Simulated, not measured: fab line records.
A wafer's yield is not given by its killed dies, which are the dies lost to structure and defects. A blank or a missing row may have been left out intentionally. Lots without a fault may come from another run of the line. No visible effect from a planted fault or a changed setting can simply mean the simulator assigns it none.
fab line records ; flow sky130
[record] lots = 14; wafers = 42; lastDay = 52
route steps=708 shown RES_PROTECT@215 POLY_GATE@235 SD_P@320 PAD_OPEN@708
lots with no fault: from the same line, run without faults
startH: hours from the record's opening day to when the first of the lot's shown wafers began ; waitH: time in hours since the lot's previous step ; " unchanged from the row above ; L1.1+2: a single row standing in for several wafers ; - no value present, or no start provided ; * or withheld: withheld ; < > ~ a bound
route shown NAME@n: NAME is a module with steps in the file, n the number in the route of the first one ; usual: average and standard deviation across the fault-free wafers ; same: alike in all rows ; chamber/n: place in a boat ; sites: the reading at each site ; _std_site: standard deviation across them ; _edge_site: outer sites' mean less inner sites' ; radiusMm: for every site, how far away it sits from the centre of the wafer ; mask NAME#n: copy n ; behind: the last tool/chamber to shape the wafer ; hold: cause of the lot's hold/its duration in hours/its outcome ; device: whichever transistor did not switch (one of n, p or np) ; end of line: at the end of the route, the tests of the same wafers ; a step without rows: its recipe alone ; killed: count of dies lost to structure and defects at first sort (not the wafer's yield) ; map: a wafer's dies, marking killed ones x, the rest . and places with no die _
set.NAME: the setting that was run; set.NAME@STEP: the one run at that earlier step ; model.NAME: the simulator's own value behind a step, which no gauge read
the route's steps for a sample of lots (tables are steps, rows are wafers)
services: from which hour (startH, from the record's first day; less than 0 if before it) a tool's chamber was out of use, for how many hours, and why
[[steps]]
[step SKY_RES_PROTECT_TW_MEAS_08]
[usual] POLY_GATE_TW = 3992/31
lot.wafer;tool;chamber;startH;waitH;POLY_GATE_TW
L983.1;filmMetro-03;-;369.37;0.1;3978
L983.3;filmMetro-03;-;369.37;0.1;3984
L983.5;filmMetro-03;-;369.37;0.1;3949
L984.1;filmMetro-01;-;374.07;0.1;3995
L984.4;filmMetro-01;-;374.07;0.1;3962
L984.5;filmMetro-01;-;374.07;0.1;3961
L985.2;filmMetro-01;-;381.22;0.1;3983
L985.4;filmMetro-01;-;381.22;0.1;3973
L985.5;filmMetro-01;-;381.22;0.1;3984
L987.2;filmMetro-04;-;394.55;0.1;4038
L987.4;filmMetro-04;-;394.55;0.1;3999
L987.6;filmMetro-04;-;394.55;0.1;4026
L988.1;filmMetro-01;-;398.07;0.1;3969
L988.2;filmMetro-01;-;398.07;0.1;3970
L988.3;filmMetro-01;-;398.07;0.1;3972
L990.2;filmMetro-04;-;398.38;0.1;4014
L990.4;filmMetro-04;-;398.38;0.1;4031
L990.6;filmMetro-04;-;398.38;0.1;4012
L991.1;filmMetro-04;-;400.57;0.1;4043
L991.4;filmMetro-04;-;400.57;0.1;4032
L991.5;filmMetro-04;-;400.57;0.1;4035
L992.2;filmMetro-01;-;400.88;0.1;3968
L992.4;filmMetro-01;-;400.88;0.1;3977
L992.6;filmMetro-01;-;400.88;0.1;3977
L996.3;filmMetro-04;-;404.84;0.1;4012
L996.5;filmMetro-04;-;404.84;0.1;3999
L996.6;filmMetro-04;-;404.84;0.1;4005
L997.2;filmMetro-04;-;550.63;0.1;3992
L997.4;filmMetro-04;-;550.63;0.1;3991
L997.5;filmMetro-04;-;550.63;0.1;3985
L101.1;filmMetro-04;-;569.34;0.1;4008
L101.2;filmMetro-04;-;569.34;0.1;4031
L101.4;filmMetro-04;-;569.34;0.1;4012
L103.1;filmMetro-03;-;570.24;0.1;3931
L103.3;filmMetro-03;-;570.24;0.1;3938
L103.5;filmMetro-03;-;570.24;0.1;3948
L999.1;filmMetro-03;-;572.22;0.1;3956
L999.3;filmMetro-03;-;572.22;0.1;3970
L999.4;filmMetro-03;-;572.22;0.1;3966
L105.1;filmMetro-04;-;578.97;0.1;4028
L105.2;filmMetro-04;-;578.97;0.1;4049
L105.4;filmMetro-04;-;578.97;0.1;4033
[step SKY_POLY_GATE_THK_MEAS_21]
[recipe] reads = SiO2_of_POLY_GATE_OXIDATION_20
[usual] POLY_GATE_OXIDATION_THK = 4.02/0.093
lot.wafer;tool;chamber;startH;waitH;POLY_GATE_OXIDATION_THK[nm]
L983.1;filmMetro-04;-;403.94;0.2;4.10
L983.3;filmMetro-04;-;403.94;0.2;4.05
L983.5;filmMetro-04;-;403.94;0.2;4.07
L984.1;filmMetro-02;-;410.59;0.0;4.10
L984.4;filmMetro-02;-;410.59;0.0;4.08
L984.5;filmMetro-02;-;410.59;0.0;4.14
L985.2;filmMetro-04;-;416.26;0.0;3.99
L985.4;filmMetro-04;-;416.26;0.0;4.02
L985.5;filmMetro-04;-;416.26;0.0;4.07
L987.2;filmMetro-03;-;428.78;0.0;3.98
L987.4;filmMetro-03;-;428.78;0.0;3.98
L987.6;filmMetro-03;-;428.78;0.0;3.91
L988.1;filmMetro-04;-;432.88;0.0;3.93
L988.2;filmMetro-04;-;432.88;0.0;3.89
L988.3;filmMetro-04;-;432.88;0.0;3.80
L991.1;filmMetro-04;-;436.29;0.0;4.17
L991.4;filmMetro-04;-;436.29;0.0;4.19
L991.5;filmMetro-04;-;436.29;0.0;4.16
L990.2;filmMetro-03;-;436.30;0.0;4.02
L990.4;filmMetro-03;-;436.30;0.0;4.16
L990.6;filmMetro-03;-;436.30;0.0;4.06
L992.2;filmMetro-03;-;436.36;0.1;4.18
L992.4;filmMetro-03;-;436.36;0.1;4.08
L992.6;filmMetro-03;-;436.36;0.1;4.06
L996.3;filmMetro-04;-;439.96;0.0;4.01
L996.5;filmMetro-04;-;439.96;0.0;4.01
L996.6;filmMetro-04;-;439.96;0.0;4.08
L997.2;filmMetro-03;-;584.25;0.0;4.03
L997.4;filmMetro-03;-;584.25;0.0;3.89
L997.5;filmMetro-03;-;584.25;0.0;3.92
L101.1;filmMetro-04;-;604.51;0.0;4.07
L101.2;filmMetro-04;-;604.51;0.0;3.98
L101.4;filmMetro-04;-;604.51;0.0;3.97
L103.1;filmMetro-02;-;604.87;0.0;3.92
L103.3;filmMetro-02;-;604.87;0.0;3.93
L103.5;filmMetro-02;-;604.87;0.0;3.88
L999.1;filmMetro-03;-;606.54;0.0;3.89
L999.3;filmMetro-03;-;606.54;0.0;3.96
L999.4;filmMetro-03;-;606.54;0.0;3.94
L105.1;filmMetro-02;-;613.64;0.0;3.96
L105.2;filmMetro-02;-;613.64;0.0;3.95
L105.4;filmMetro-02;-;613.64;0.0;3.99
[step SKY_SD_P_DEHYDRATE_00]
[recipe] tempC = 200; timeS = 60
[usual] chillPlateTempC = 23.02/0.11; heaterPowerTotalW = 160.39/0.13; plateTempC = 200.00/0.16
lot.wafer;tool;chamber;startH;waitH;chillPlateTempC;heaterPowerTotalW;plateTempC
L983.1;lithoTrack-04;0;609.47;15.5;22.99;160.23;200.09
L983.3;lithoTrack-04;0;609.47;15.5;22.95;160.35;200.07
L983.5;lithoTrack-04;0;609.47;15.5;22.97;160.22;199.95
L984.1;lithoTrack-02;0;616.99;15.0;23.17;160.52;200.17
L984.4;lithoTrack-02;0;616.99;15.0;23.02;160.39;200.30
L984.5;lithoTrack-02;0;616.99;15.0;22.95;160.25;199.98
L985.2;lithoTrack-04;0;621.59;14.8;23.06;160.39;200.23
L985.4;lithoTrack-04;0;621.59;14.8;23.23;160.52;200.06
L985.5;lithoTrack-04;0;621.59;14.8;23.02;160.39;200.14
L987.2;lithoTrack-04;0;632.24;13.2;22.89;160.62;200.22
L987.4;lithoTrack-04;0;632.24;13.2;23.01;160.51;200.17
L987.6;lithoTrack-04;0;632.24;13.2;22.95;160.16;199.87
L988.1;lithoTrack-02;0;635.99;13.7;23.09;160.54;200.13
L988.2;lithoTrack-02;0;635.99;13.7;23.01;160.61;199.91
L988.3;lithoTrack-02;0;635.99;13.7;22.98;160.59;200.18
L991.1;lithoTrack-04;0;638.22;14.1;22.99;160.45;199.79
L991.4;lithoTrack-04;0;638.22;14.1;23.02;160.25;200.17
L991.5;lithoTrack-04;0;638.22;14.1;22.93;160.39;199.86
L992.2;lithoTrack-02;0;638.22;14.3;23.20;160.44;199.67
L992.4;lithoTrack-02;0;638.22;14.3;23.09;160.23;199.99
L992.6;lithoTrack-02;0;638.22;14.3;23.08;160.33;199.64
L990.2;lithoTrack-03;0;638.70;14.3;22.93;160.50;199.81
L990.4;lithoTrack-03;0;638.70;14.3;23.09;160.24;200.11
L990.6;lithoTrack-03;0;638.70;14.3;22.86;160.20;199.99
L996.3;lithoTrack-02;0;641.69;14.3;23.08;160.30;200.10
L996.5;lithoTrack-02;0;641.69;14.3;22.87;160.43;199.85
L996.6;lithoTrack-02;0;641.69;14.3;22.93;160.21;200.01
L997.2;lithoTrack-04;0;775.89;13.7;22.89;160.11;199.72
L997.4;lithoTrack-04;0;775.89;13.7;23.07;160.29;200.02
L997.5;lithoTrack-04;0;775.89;13.7;22.84;160.25;199.92
L101.1;lithoTrack-02;0;792.69;13.5;22.94;160.57;200.06
L101.2;lithoTrack-02;0;792.69;13.5;22.82;160.53;199.97
L101.4;lithoTrack-02;0;792.69;13.5;22.85;160.51;199.96
L103.1;lithoTrack-02;0;795.09;13.4;22.89;154.00;193.69
L103.3;lithoTrack-02;0;795.09;13.4;22.98;153.74;193.65
L103.5;lithoTrack-02;0;795.09;13.4;22.85;153.89;193.73
L999.1;lithoTrack-02;0;797.54;12.4;22.95;153.72;193.29
L999.3;lithoTrack-02;0;797.54;12.4;23.08;153.89;193.42
L999.4;lithoTrack-02;0;797.54;12.4;22.99;154.01;193.46
L105.1;lithoTrack-02;0;802.84;12.9;23.02;153.84;193.55
L105.2;lithoTrack-02;0;802.84;12.9;23.08;154.01;193.53
L105.4;lithoTrack-02;0;802.84;12.9;23.02;153.91;193.31
[step SKY_SD_P_TW_MEAS_11]
[usual] SD_P_TW = 2827/46
lot.wafer;tool;chamber;startH;waitH;SD_P_TW
L983.1;filmMetro-02;-;624.45;0.1;2858
L983.3;filmMetro-02;-;624.45;0.1;2860
L983.5;filmMetro-02;-;624.45;0.1;2873
L984.1;filmMetro-03;-;631.97;0.1;2791
L984.4;filmMetro-03;-;631.97;0.1;2785
L984.5;filmMetro-03;-;631.97;0.1;2799
L985.2;filmMetro-04;-;636.69;0.1;2819
L985.4;filmMetro-04;-;636.69;0.1;2825
L985.5;filmMetro-04;-;636.69;0.1;2818
L987.2;filmMetro-03;-;647.91;0.1;2800
L987.4;filmMetro-03;-;647.91;0.1;2805
L987.6;filmMetro-03;-;647.91;0.1;2788
L988.1;filmMetro-02;-;651.52;0.1;2876
L988.2;filmMetro-02;-;651.52;0.1;2875
L988.3;filmMetro-02;-;651.52;0.1;2881
L992.2;filmMetro-03;-;653.31;0.1;2801
L992.4;filmMetro-03;-;653.31;0.1;2801
L992.6;filmMetro-03;-;653.31;0.1;2792
L991.1;filmMetro-04;-;653.42;0.1;2824
L991.4;filmMetro-04;-;653.42;0.1;2835
L991.5;filmMetro-04;-;653.42;0.1;2833
L990.2;filmMetro-02;-;653.89;0.1;2871
L990.4;filmMetro-02;-;653.89;0.1;2877
L990.6;filmMetro-02;-;653.89;0.1;2884
L996.3;filmMetro-02;-;656.42;0.1;2890
L996.5;filmMetro-02;-;656.42;0.1;2895
L996.6;filmMetro-02;-;656.42;0.1;2893
L997.2;filmMetro-03;-;793.14;0.1;2762
L997.4;filmMetro-03;-;793.14;0.1;2775
L997.5;filmMetro-03;-;793.14;0.1;2778
L101.1;filmMetro-03;-;806.95;0.1;2774
L101.2;filmMetro-03;-;806.95;0.1;2771
L101.4;filmMetro-03;-;806.95;0.1;2764
L103.1;filmMetro-03;-;808.80;0.1;2764
L103.3;filmMetro-03;-;808.80;0.1;2777
L103.5;filmMetro-03;-;808.80;0.1;2775
L999.1;filmMetro-03;-;811.70;0.1;2776
L999.3;filmMetro-03;-;811.70;0.1;2770
L999.4;filmMetro-03;-;811.70;0.1;2772
L105.1;filmMetro-02;-;817.08;0.1;2916
L105.2;filmMetro-02;-;817.08;0.1;2888
L105.4;filmMetro-02;-;817.08;0.1;2905
[step SKY_PAD_OPEN_PROBE_99]
[usual] killed_at_M0_to_M3 = 45/6.3; killed_at_M4_up = 2.8/1.6; killedAtContacts = 24/5.1; killedAtFrontEnd = 14/4.4; killedAtOther = 0.4/0.73; killedDies = 86/9; killedOpen = 47/7.8; killedShort = 39/6.6
[same] grossDies = 492; killedAtBackSide = 0
lot.wafer;tool;chamber;startH;waitH;killed_at_M0_to_M3;killed_at_M4_up;killedAtContacts;killedAtFrontEnd;killedAtOther;killedDies;killedOpen;killedShort
L987.2;prober-02;-;1135.87;0.1;47;1;26;11;1;86;48;37
L987.4;prober-02;-;1135.97;0.2;39;3;26;14;0;82;33;49
L987.6;prober-02;-;1136.07;0.2;46;3;31;11;0;91;54;37
L988.1;prober-02;-;1138.10;0.1;47;3;25;15;0;90;45;45
L988.2;prober-02;-;1138.15;0.1;48;4;25;17;0;94;43;51
L988.3;prober-02;-;1138.20;0.2;56;1;24;7;0;88;49;39
L991.1;prober-02;-;1139.60;0.1;40;6;20;22;0;88;43;45
L991.4;prober-02;-;1139.75;0.2;48;1;27;17;0;93;53;40
L991.5;prober-02;-;1139.80;0.2;52;3;21;13;2;91;60;31
L992.2;prober-01;-;1139.65;0.1;45;2;24;8;0;79;45;34
L992.4;prober-01;-;1139.75;0.2;47;4;24;15;0;90;43;45
L992.6;prober-01;-;1139.85;0.2;51;3;26;11;0;91;50;40
L103.1;prober-01;-;1239.93;0.1;43;1;31;14;0;89;58;31
L103.3;prober-01;-;1240.03;0.2;43;2;18;14;0;77;44;33
L103.5;prober-01;-;1240.13;0.2;50;4;40;13;0;107;68;39
L999.1;prober-02;-;1241.16;0.1;42;2;25;17;0;86;47;39
L999.3;prober-02;-;1241.26;0.2;55;2;14;11;0;82;47;35
L999.4;prober-02;-;1241.31;0.2;41;2;29;15;1;88;38;50
// killed by level:class
L987.2 VIA1:geometricParticle:open=13 VIA3:geometricParticle:open=8 CONTACT:geometricParticle:open=8 LOCAL_INTERCONNECT:geometricParticle:short=5 CONTACT:geometricParticle:short=5 METAL2:geometricParticle:short=5 VIA3:geometricParticle:short=5 LI_CONTACT:geometricParticle:short=4
L987.4 VIA2:geometricParticle:open=8 CONTACT:geometricParticle:short=8 LOCAL_INTERCONNECT:geometricParticle:short=7 METAL1:geometricParticle:short=7 VIA3:geometricParticle:open=7 FIELD_ISO:geometricParticle:short=5 LI_CONTACT:geometricParticle:short=5 VIA1:geometricParticle:short=5
L987.6 CONTACT:geometricParticle:open=13 LI_CONTACT:geometricParticle:open=11 VIA1:geometricParticle:open=9 METAL3:geometricParticle:short=7 METAL2:geometricParticle:short=6 VIA3:geometricParticle:open=6 POLY_GATE:geometricParticle:short=5 VIA1:geometricParticle:short=5
L988.1 VIA1:geometricParticle:open=11 METAL1:geometricParticle:short=9 CONTACT:geometricParticle:open=8 LOCAL_INTERCONNECT:geometricParticle:short=7 METAL2:geometricParticle:short=7 VIA3:geometricParticle:open=6 LI_CONTACT:geometricParticle:open=6 FIELD_ISO:geometricParticle:short=5
L988.2 VIA3:geometricParticle:open=11 METAL1:geometricParticle:short=9 LOCAL_INTERCONNECT:geometricParticle:short=7 VIA3:geometricParticle:short=7 LI_CONTACT:geometricParticle:open=6 CONTACT:geometricParticle:open=6 VIA2:geometricParticle:short=6 CONTACT:geometricParticle:short=5
L988.3 VIA1:geometricParticle:open=16 CONTACT:geometricParticle:open=9 METAL1:geometricParticle:short=7 VIA2:geometricParticle:open=6 VIA1:geometricParticle:short=6 VIA3:geometricParticle:short=6 METAL2:geometricParticle:short=5 CONTACT:geometricParticle:short=4
L991.1 VIA1:geometricParticle:open=9 FIELD_ISO:geometricParticle:short=7 LI_CONTACT:geometricParticle:open=7 METAL1:geometricParticle:short=7 CONTACT:geometricParticle:open=6 METAL2:geometricParticle:short=5 VIA2:geometricParticle:short=5 VIA2:geometricParticle:open=4
L992.2 VIA1:geometricParticle:open=11 LI_CONTACT:geometricParticle:open=7 VIA2:geometricParticle:open=7 METAL1:geometricParticle:short=7 CONTACT:geometricParticle:open=6 LOCAL_INTERCONNECT:geometricParticle:short=5 VIA3:geometricParticle:open=5 CONTACT:geometricParticle:short=4
L991.4 VIA2:geometricParticle:open=12 VIA1:geometricParticle:open=12 CONTACT:geometricParticle:open=7 FIELD_ISO:geometricParticle:short=5 FIELD_ISO:geometricParticle:open=5 CONTACT:geometricParticle:short=5 LI_CONTACT:geometricParticle:short=5 LI_CONTACT:geometricParticle:open=5
L992.4 VIA2:geometricParticle:open=12 METAL1:geometricParticle:short=9 LOCAL_INTERCONNECT:geometricParticle:short=7 VIA3:geometricParticle:open=7 CONTACT:geometricParticle:open=6 METAL2:geometricParticle:short=6 LI_CONTACT:geometricParticle:open=5 FIELD_ISO:geometricParticle:open=4
L991.5 VIA1:geometricParticle:open=14 VIA2:geometricParticle:open=13 VIA3:geometricParticle:open=7 LI_CONTACT:geometricParticle:open=6 FIELD_ISO:geometricParticle:open=5 POLY_GATE:geometricParticle:open=5 VIA1:geometricParticle:short=5 LOCAL_INTERCONNECT:geometricParticle:short=5
L992.6 VIA2:geometricParticle:open=11 CONTACT:geometricParticle:open=8 VIA1:geometricParticle:open=8 LI_CONTACT:geometricParticle:open=6 VIA3:geometricParticle:short=6 VIA3:geometricParticle:open=6 POLY_GATE:geometricParticle:short=5 LOCAL_INTERCONNECT:geometricParticle:short=5
L103.1 LI_CONTACT:geometricParticle:open=14 CONTACT:geometricParticle:open=11 VIA1:geometricParticle:open=11 VIA2:geometricParticle:open=10 VIA1:geometricParticle:short=7 SPACER:geometricParticle:short=4 POLY_GATE:geometricParticle:short=3 CONTACT:geometricParticle:short=3
L103.3 VIA1:geometricParticle:open=10 POLY_GATE:geometricParticle:short=7 VIA2:geometricParticle:open=7 LI_CONTACT:geometricParticle:open=7 CONTACT:geometricParticle:open=6 METAL1:geometricParticle:short=5 VIA1:geometricParticle:short=5 VIA3:geometricParticle:open=5
L103.5 CONTACT:geometricParticle:open=17 LI_CONTACT:geometricParticle:open=10 VIA1:geometricParticle:open=9 VIA2:geometricParticle:open=8 FIELD_ISO:geometricParticle:open=7 METAL2:geometricParticle:short=7 VIA1:geometricParticle:short=5 CONTACT:geometricParticle:short=5
L999.1 VIA2:geometricParticle:open=9 CONTACT:geometricParticle:open=8 METAL1:geometricParticle:short=7 LOCAL_INTERCONNECT:geometricParticle:short=6 LI_CONTACT:geometricParticle:open=6 VIA3:geometricParticle:open=6 VIA1:geometricParticle:short=5 SPACER:geometricParticle:open=4
L999.3 VIA3:geometricParticle:open=11 VIA1:geometricParticle:open=9 VIA2:geometricParticle:open=7 VIA1:geometricParticle:short=7 METAL2:geometricParticle:short=5 CONTACT:geometricParticle:open=5 LI_CONTACT:geometricParticle:open=4 METAL2:geometricParticle:open=4
L999.4 CONTACT:geometricParticle:open=12 VIA1:geometricParticle:open=11 METAL1:geometricParticle:short=7 CONTACT:geometricParticle:short=6 FIELD_ISO:geometricParticle:short=5 VIA1:geometricParticle:short=5 VIA3:geometricParticle:short=5 POLY_GATE:geometricParticle:short=4
[[services]]
tool;chamber;startH;hours;kind
lithoTrack-03;-;710.89;-;consumableReplace:filter
lithoTrack-04;-;739.97;-;consumableReplace:filter
[[key]]
[firstSign] step = SKY_SD_P_DEHYDRATE_00; reading = heaterPowerTotalW; direction = down; sigmas = 48; usual = *; struck = *
[effect] step = SKY_SD_P_DEHYDRATE_00; reading = plateTempC; direction = down; sigmas = 41; usual = *; struck = *
metAt SKY_SD_P_DEHYDRATE_00
struckLots L999,L103,L105
testerLeftOut L999,L103,L105
notActingAt SKY_RES_PROTECT_TW_MEAS_08,SKY_POLY_GATE_THK_MEAS_21,SKY_SD_P_TW_MEAS_11
onsetBetween 792.69 795.09
[fault] kind = processParameterDrift; tool = lithoTrack-02; chamber = -; onsetH = 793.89; steps = SKY_SD_P_DEHYDRATE_00; channel = tempC; offset = *; shape = step; endH = 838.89; actsIn = *; stated = *
// testerLeftOut: of these lots the tester's yield and bins aren't shown, on N5 and GAA mostly nor the transistor test; their killed dies are dies lost to structure and defects alone, not to doping, threshold or leakage, so they don't give the yield
